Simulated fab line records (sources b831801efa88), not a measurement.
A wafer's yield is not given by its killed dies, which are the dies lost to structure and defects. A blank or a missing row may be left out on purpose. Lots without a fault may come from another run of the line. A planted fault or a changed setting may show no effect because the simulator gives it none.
A struck lot beside a sound one :: flow sky130 :: 15 steps out of a route of 708
Sound: these wafers, L819.1, L819.3, L819.5. Wafers L824.2, L824.5, L824.6 were the ones struck. The cause comes at the end.
Each step with rows lists, per side, the tool, then ch with its chambers, then its first start. Under that, the readings that differ: sound wafers :: struck wafers :: difference of the means :: sigmas: that difference in standard deviations of wafers without a fault.
alike: words and numbers the same on both sides, and readings whose means are apart by under 2 such deviations; not compared: readings that were withheld, readings missing a value for some wafer, numbers with overlapping values and no deviation given by the record, and bounds like >300 which may hide the same value.
Wherever a step has rows on one side only, a row that says differs or no value, or a row with sigmas, the two part there. Non-overlapping numbers with no deviation appear without sigmas and do not part them. A reading that every wafer of one side lacks parts them only if that side has two wafers or more.

SKY_METAL1_SPUTTER_02: material AlCu, target thk 250 nm, time 13.3 s.
  struck on pvd_sputter-03, day 38 12:01; sound on pvd_sputter-04, day 37 05:07
  alike: throttle_valve_pct
SKY_METAL1_SPUTTER_03: material Ti, target thk 5 nm, time 3.3 s.
  struck on pvd_sputter-03, day 38 12:02; sound on pvd_sputter-04, day 37 05:08
  alike: throttle_valve_pct
SKY_METAL1_SPUTTER_04: material TiN, target thk 70 nm, time 58.3 s.
  struck on pvd_sputter-03, day 38 12:03; sound on pvd_sputter-04, day 37 05:10
  alike: throttle_valve_pct
SKY_METAL1_RS_MEAS_05: uses a four-point probe to measure.
  struck on film_metro-04, day 38 12:07; sound on film_metro-01, day 37 05:12
reading: METAL1_ALCU_RS (ohm/sq)
sound: 0.1266 0.1281 0.1261
struck: 0.1245 0.1236 0.1239
difference: -0.0029
sigmas: -2
SKY_METAL1_THK_MEAS_06: measures by xrf.
  struck on film_metro-04, day 38 12:14; sound on film_metro-01, day 37 05:19
reading: METAL1_ALCU_THK (nm)
sound: 247.3 246.0 249.9
struck: 253.8 255.6 252.4
difference: +6.2
sigmas: +2
then, 7 steps without rows for these wafers: SKY_METAL1_DEHYDRATE_07 (time 60 s); SKY_METAL1_HMDS_08 (prime time 60 s); SKY_METAL1_COAT_09 (resist thk 60 nm); SKY_METAL1_COAT_10 (resist thk 450 nm); SKY_METAL1_SOFTBAKE_11 (time 90 s); SKY_METAL1_EXPOSE_12 (exposes mask MM1, target cd 140 nm); SKY_METAL1_PEB_13.
SKY_METAL1_DEVELOP_14: develop time 60 s.
  sound on litho_track-03 ch 0, day 38 05:00; struck on litho_track-04 ch 0, day 39 13:00
reading: developer_temp_C (C)
sound: 21.14 20.92 21.03
struck: 20.43 20.30 20.41
difference: -0.65
sigmas: -6
  alike: chill_plate_temp_C
SKY_METAL1_CD_MEAS_15: target cd 140 nm.
  struck on cd_sem-01, day 39 13:43; sound on cd_sem-01, day 38 05:54
reading: cd_nm (nm)
sound: 138.6 137.6 138.3
struck: 141.4 143.0 141.6
difference: +3.8
sigmas: +2
SKY_PAD_OPEN_PROBE_99:
  the record holds rows for the sound wafers here (prober-01, day 49 20:21) but none for the struck ones

## WHERE THEY PART
Last at SKY_PAD_OPEN_PROBE_99 as far as this record goes, first at SKY_METAL1_RS_MEAS_05.

WHY: the cause the simulator had injected
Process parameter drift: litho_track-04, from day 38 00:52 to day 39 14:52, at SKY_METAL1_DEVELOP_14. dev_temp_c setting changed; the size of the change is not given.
